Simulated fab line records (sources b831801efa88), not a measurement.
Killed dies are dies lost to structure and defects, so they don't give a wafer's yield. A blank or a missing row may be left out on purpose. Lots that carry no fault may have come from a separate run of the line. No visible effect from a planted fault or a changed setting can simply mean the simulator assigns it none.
Which tool is to blame? || flow gf180mcu || 6 lots with 18 wafers sampled at 3 steps, on a route of 602 steps

WHAT EACH GAUGE READ, for each wafer
GF_HV_LDD_RS_MEAS_53: the measuring method here is four-point-probe.
{"lot": "L450", "measured": "day 12 23:14", "on": "film-metro-02", "HV_LDD_RS (ohm/sq)": "418.5 419.7 419.2"}
{"lot": "L453", "measured": "day 13 12:37", "on": "film-metro-02", "HV_LDD_RS (ohm/sq)": "418.8 417.3 418.4"}
{"lot": "L456", "measured": "day 14 20:38", "on": "film-metro-02", "HV_LDD_RS (ohm/sq)": "418.8 417.2 419.2"}
{"lot": "L463", "measured": "day 17 04:50", "on": "film-metro-01", "HV_LDD_RS (ohm/sq)": "407.2 408.0 407.5"}
{"lot": "L467", "measured": "day 18 16:02", "on": "film-metro-02", "HV_LDD_RS (ohm/sq)": "418.4 419.3 419.3"}
{"lot": "L469", "measured": "day 19 16:47", "on": "film-metro-03", "HV_LDD_RS (ohm/sq)": "418.7 418.2 417.9"}

WHAT TOOL EACH LOT RAN ON (gives the tool, then ch and the chambers of the sampled wafers, and finally the start)
{"lot": "L450", "GF_VT_IMPLANT_STRIP_42": "plasma-asher-02 ch 0,1, day 8 03:39", "GF_HV_LDD_IMPLANT_09": "implanter-03 ch 0, day 10 15:07"}
{"lot": "L453", "GF_VT_IMPLANT_STRIP_42": "plasma-asher-04 ch 0,1, day 8 14:25", "GF_HV_LDD_IMPLANT_09": "implanter-04 ch 0, day 11 02:05"}
{"lot": "L456", "GF_VT_IMPLANT_STRIP_42": "plasma-asher-04 ch 0,1, day 9 16:26", "GF_HV_LDD_IMPLANT_09": "implanter-01 ch 0, day 12 08:26"}
{"lot": "L463", "GF_VT_IMPLANT_STRIP_42": "plasma-asher-01 ch 0,1, day 11 08:11", "GF_HV_LDD_IMPLANT_09": "implanter-01 ch 0, day 14 11:05"}
{"lot": "L467", "GF_VT_IMPLANT_STRIP_42": "plasma-asher-04 ch 0,1, day 12 11:16", "GF_HV_LDD_IMPLANT_09": "implanter-04 ch 0, day 15 17:19"}
{"lot": "L469", "GF_VT_IMPLANT_STRIP_42": "plasma-asher-04 ch 0,1, day 13 08:52", "GF_HV_LDD_IMPLANT_09": "implanter-03 ch 0, day 16 15:46"}
- GF_VT_IMPLANT_STRIP_42: strips in O2/N2.
- GF_HV_LDD_IMPLANT_09

THE ANSWER, worked out from the rows above alone
Rule: usual is defined by the lots themselves. The widest of any qualifying gaps counts: lots, ordered by their means at a reading, are off when they make up no more than a third of the lots, leave a main group of 4 or more, and stand apart from it by 3 or more times the standard deviation of that group's means. Not used: any main group whose means are identical at the precision the tables above print for the reading. A lot without any number at a reading at which 4 lots or more have one is off too. Where the step has rows for the other lots, those lots are counted as sound.
Off: at GF_HV_LDD_RS_MEAS_53 (HV_LDD_RS), L463. Mean 418.6 ohm/sq and standard deviation 0.4 in the main group.
If a tool, at a process step before that reading, ran all the lots that are off and no sound lot after the first of them, it fits. Those tools and the gauges at GF_HV_LDD_RS_MEAS_53 are tried in the same way. Can't be told from this: 3 tools fit, plasma-asher-01 at GF_VT_IMPLANT_STRIP_42, implanter-01 at GF_HV_LDD_IMPLANT_09, film-metro-01 at GF_HV_LDD_RS_MEAS_53.

WHAT THE SIMULATOR PUT IN
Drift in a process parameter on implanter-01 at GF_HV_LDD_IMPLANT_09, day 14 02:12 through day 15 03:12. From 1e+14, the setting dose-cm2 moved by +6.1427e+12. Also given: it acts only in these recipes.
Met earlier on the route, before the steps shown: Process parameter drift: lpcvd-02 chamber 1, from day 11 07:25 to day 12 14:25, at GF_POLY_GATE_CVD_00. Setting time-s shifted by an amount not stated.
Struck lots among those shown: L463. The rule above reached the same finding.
